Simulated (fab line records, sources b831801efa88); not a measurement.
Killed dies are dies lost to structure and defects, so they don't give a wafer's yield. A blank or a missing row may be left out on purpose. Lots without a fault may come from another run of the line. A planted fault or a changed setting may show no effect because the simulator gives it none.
Which tool did it? | flow gf180mcu | 7 lots, 21 wafers sampled, at 2 steps of a route of 602

WHAT THE GAUGES READ, wafer by wafer
GF_LVPWELL_TW_MEAS_11.
lot  | measured    | on            | LVPWELL_TW
L533 | day 4 20:01 | film_metro-01 | 565 561 561
L538 | day 5 23:01 | film_metro-02 | 532 527 522
L541 | day 6 17:26 | film_metro-01 | 566 561 565
L544 | day 7 08:07 | film_metro-02 | 563 564 565
L546 | day 7 20:32 | film_metro-04 | 561 557 558
L549 | day 8 13:40 | film_metro-01 | 562 563 563
L552 | day 9 06:46 | film_metro-04 | 558 559 559

WHICH TOOL RAN EACH LOT (tool, then ch and the chambers of the sampled wafers, then the start)
lot  | GF_LVPWELL_IMPLANT_09
L533 | implanter-02 ch 0, day 4 19:46
L538 | implanter-04, day 5 22:46
L541 | implanter-02 ch 0, day 6 17:14
L544 | implanter-01 ch 0, day 7 07:54
L546 | implanter-02 ch 0, day 7 20:19
L549 | implanter-02 ch 0, day 8 13:26
L552 | implanter-04 ch 0, day 9 06:31
- GF_LVPWELL_IMPLANT_09

THE ANSWER, worked out from the rows above alone
Rule: what is usual is taken from the lots themselves. Put in order of their means at a reading, lots are off if they are a third of the lots or fewer, leave a main group of 4 or more, and stand apart from it by a gap of 3 or more times the standard deviation of the main group's means; of several such gaps the widest counts. A main group whose means are all the same, to the digits that the tables above print for the reading, isn't used. A lot without any number at a reading at which 4 lots or more have one is off too. The other lots that the step has rows for count as sound.
Off: L538, at GF_LVPWELL_TW_MEAS_11 (LVPWELL_TW). The main group: mean 562, standard deviation 2.2.
A tool fits if, at a process step before that reading, it ran every lot that is off, and no sound lot after the first of them. The gauges at GF_LVPWELL_TW_MEAS_11 are tried like those tools. None of those tried fits.

WHAT THE SIMULATOR HAD PUT IN
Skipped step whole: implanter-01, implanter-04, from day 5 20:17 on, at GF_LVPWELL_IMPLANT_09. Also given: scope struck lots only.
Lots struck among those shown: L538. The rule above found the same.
